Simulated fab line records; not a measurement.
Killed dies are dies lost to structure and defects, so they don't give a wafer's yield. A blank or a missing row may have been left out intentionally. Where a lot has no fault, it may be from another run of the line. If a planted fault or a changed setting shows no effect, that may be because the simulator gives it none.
A struck lot beside a sound one ; flow sky130 ; 16 steps out of a route of 708
Sound: these wafers, L511.1, L511.5, L511.6. The struck wafers were L514.1, L514.3, L514.6. The cause is named last.
At each step with rows: each side's tool, then ch and its chambers, then its first start. Under that, the readings that differ: sound wafers ; struck wafers ; difference of the means ; sigmas: that difference in standard deviations of wafers without a fault.
alike: words and numbers the same on both sides, and readings whose means are apart by under 2 such deviations; not compared: readings that were withheld, readings missing a value for some wafer, numbers with overlapping values and no deviation given by the record, and bounds like >300 which may hide the same value.
Wherever a step has rows on one side only, a row that says differs or no value, or a row with sigmas, the two part there. Non-overlapping numbers with no deviation appear without sigmas and do not part them. A reading missing from all wafers of one side parts the sides only when that side holds two or more wafers.

first, 2 steps without rows for these wafers: SKY_VT_ADJUST_PCH_PEB_05; SKY_VT_ADJUST_PCH_DEVELOP_06 (develop time 60 s).
SKY_VT_ADJUST_PCH_OVL_MEAS_07:
  sound on overlay-01 at day 10 20:57; struck on overlay-01 at day 12 08:15
reading;sound;struck;difference;sigmas
VT_ADJUST_PCH_OVL (nm);-3.6 -3.0 -0.3;1.0 1.5 0.9;+3.4;+2
after that, 1 step had no rows for these wafers: SKY_VT_ADJUST_PCH_IMPLANT_08.
SKY_VT_ADJUST_PCH_STRIP_09: strips in O2/N2.
  sound on plasmaAsher-01 ch 0,1, day 10 21:08; struck on plasmaAsher-01 ch 1, day 12 08:26
  alike: drypumpMotorCurrentA, n2FlowSccm, oesProductAu, stripTimeToEndpointS
  not compared: rfHoursCounterH
SKY_VT_ADJUST_PCH_TW_MEAS_10:
  sound on filmMetro-02 at day 10 21:14; struck on filmMetro-02 at day 12 08:32
  alike: VT_ADJUST_PCH_TW
then, 6 steps without rows for these wafers: SKY_SONOS_TUNNEL_DEHYDRATE_00 (time 60 s); SKY_SONOS_TUNNEL_HMDS_01 (prime time 60 s); SKY_SONOS_TUNNEL_COAT_02 (resist thk 1140 nm); SKY_SONOS_TUNNEL_SOFTBAKE_03 (time 60 s); SKY_SONOS_TUNNEL_EXPOSE_04 (exposes mask TUNM, target cd 410 nm); SKY_SONOS_TUNNEL_PEB_05.
SKY_SONOS_TUNNEL_DEVELOP_06: develop time 60 s.
  sound on lithoTrack-03 ch 0, day 11 20:13; struck on lithoTrack-01 ch 0, day 13 09:47
  alike: resistLineTempC
SKY_SONOS_TUNNEL_CD_MEAS_07 targets a cd of 410 nm.
  sound on cdSem-01 at day 11 20:22; struck on cdSem-02 at day 13 09:56
reading;sound;struck;difference;sigmas
cdNm (nm);410.1 410.8 412.2;396.1 396.7 395.6;-14.9;-7
SKY_SONOS_TUNNEL_OVL_MEAS_08:
  sound on overlay-01 at day 11 20:29; struck on overlay-01 at day 13 10:03
  alike: SONOS_TUNNEL_OVL
-- record jumps: 34 days separate the struck wafers' starts on either side; left off in module SONOS_TUNNEL, taken up again in module PAD_OPEN, whose first shown step is the route's number 708 --
SKY_PAD_OPEN_PROBE_99:
  sound on prober-02 at day 46 02:17; struck on prober-01 at day 47 06:37
  alike: killed_at_M0_to_M3, killed_at_M4_up, killedAtContacts, killedAtFrontEnd, killedAtOther, killedDies, killedOpen, killedShort

WHERE THEY PART
Last at SKY_SONOS_TUNNEL_CD_MEAS_07 as far as this record goes, first at SKY_VT_ADJUST_PCH_OVL_MEAS_07. Later steps at which nothing parts them and some readings are alike: SKY_SONOS_TUNNEL_OVL_MEAS_08, SKY_PAD_OPEN_PROBE_99.

WHY: whatever the simulator had introduced
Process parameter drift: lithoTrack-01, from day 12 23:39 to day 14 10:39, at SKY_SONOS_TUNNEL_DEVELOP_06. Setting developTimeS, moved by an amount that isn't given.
